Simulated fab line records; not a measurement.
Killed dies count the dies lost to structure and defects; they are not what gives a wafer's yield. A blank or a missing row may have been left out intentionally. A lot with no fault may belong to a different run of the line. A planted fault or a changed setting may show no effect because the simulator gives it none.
Problem report, 8D (eight disciplines) form, completed by code ; flow sky130 ; the parts of the form that need people (team, actions taken, sign-off) are left out

== 1. PROBLEM STATEMENT ==
At SKY_PAD_OPEN_PROBE_99, killed_at_M4_up averages 41.8 over 6 wafers from 2 lots, while fault-free wafers read 3.5, standard deviation 2.2. Measured from the usual mean, that is +17 standard deviations.
The first sign was on wafer L488.2 at day 49 19:27, on prober-01. The record has a number at this step for 36 wafers belonging to 12 lots. Rule for "out", or "out of limits": more than 4 standard deviations from the usual mean. The rest of the wafers with a number are treated as sound.

== 2. WHAT IT IS, WHAT IT ISN'T ==
question;is;is not
which readings at this step;killed_at_M4_up;killed_at_M0_to_M3, killedAtContacts, killedAtFrontEnd, killedAtOther, sort_bin_6_memory
which lots;L488, L489;L471, L472, L474, L475, L476, L477, L478, L480, L490, L493
which wafers of those lots;all that have a number;-
read on which tools;prober-01, prober-02;-
when;from day 49 19:27;"up to then (24 sound wafers); but 6 sound wafers of L490, L493 came after"

== 3. WHAT RULES OUT EACH SUSPECT ==
Counting: a tool at any process step up to the reading remains a suspect when it ran all the lots that are out and ran no sound lot after the first of those.
- pvdSputter-04 at SKY_METAL4_SPUTTER_04 (material TiN, target thk 70 nm, time 58.3 s): kept. It ran every lot that is out, first L488 (day 44 10:25), and no sound lot after that; its last sound lot up to then is L477 (day 43 17:02).
- plasmaAsher-01 at SKY_VIA4_STRIP_13 (strips in O2/N2): kept. It ran every lot that is out, first L488 (day 47 03:10), and no sound lot after that; its last sound lot up to then is L480 (day 46 09:30).
What counting leaves: pvdSputter-04 at SKY_METAL4_SPUTTER_04 and plasmaAsher-01 at SKY_VIA4_STRIP_13.

== 4. THE CAUSE (what the simulator had put in) ==
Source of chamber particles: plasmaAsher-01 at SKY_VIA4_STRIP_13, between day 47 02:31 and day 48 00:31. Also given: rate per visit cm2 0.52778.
This tool is one of the 2 suspects left after counting.

== 5. SEQUENCE OF EFFECTS, ordered by route ==
Each row: a reading where the mean over the struck wafers with a number is more than 3 standard deviations away from the usual. Only readings for which the record gives a usual standard deviation are gone through. hours: the time from each lot's start at the first step in this table that gives one to its start at this step, as a median over the lots. sigmas: the change in usual standard deviations.
hours;step;reading;usual;on struck wafers;change;sigmas
0;SKY_PAD_OPEN_PROBE_99;defectLimitedYield;82.5 %;75.6;-6.9;-3.4
0;SKY_PAD_OPEN_PROBE_99;killed_at_M4_up;3.5;41.8;+38.3;+17
0;SKY_PAD_OPEN_PROBE_99;killedDies;86;120;+34;+3.5
0;SKY_PAD_OPEN_PROBE_99;sort_bin_3_pad_short;0.9 %;2.4;+1.5;+3.6
0;SKY_PAD_OPEN_PROBE_99;sort_bin_5_function;10.4 %;15.0;+4.6;+3.1
0;SKY_PAD_OPEN_PROBE_99;sortNPass;406;372;-34;-3.5
0;SKY_PAD_OPEN_PROBE_99;sortYieldPct;82.5 %;75.6;-6.9;-3.4
It contains these process steps:
- SKY_PAD_OPEN_PROBE_99

== 6. WHAT WOULD HAVE CAUGHT IT SOONER ==
The fault began at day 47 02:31; the first out-of-limits reading in this record came at day 49 19:27, 65 hours later.
No tool reading at SKY_VIA4_STRIP_13 that has a usual standard deviation in the record was out on any struck wafer, so an alarm limit of 4 standard deviations on those readings would not have fired.
Lots out: 2; all had begun SKY_VIA4_STRIP_13 on plasmaAsher-01 by day 49 19:27. A hold on the tool at that time would have spared none of them.
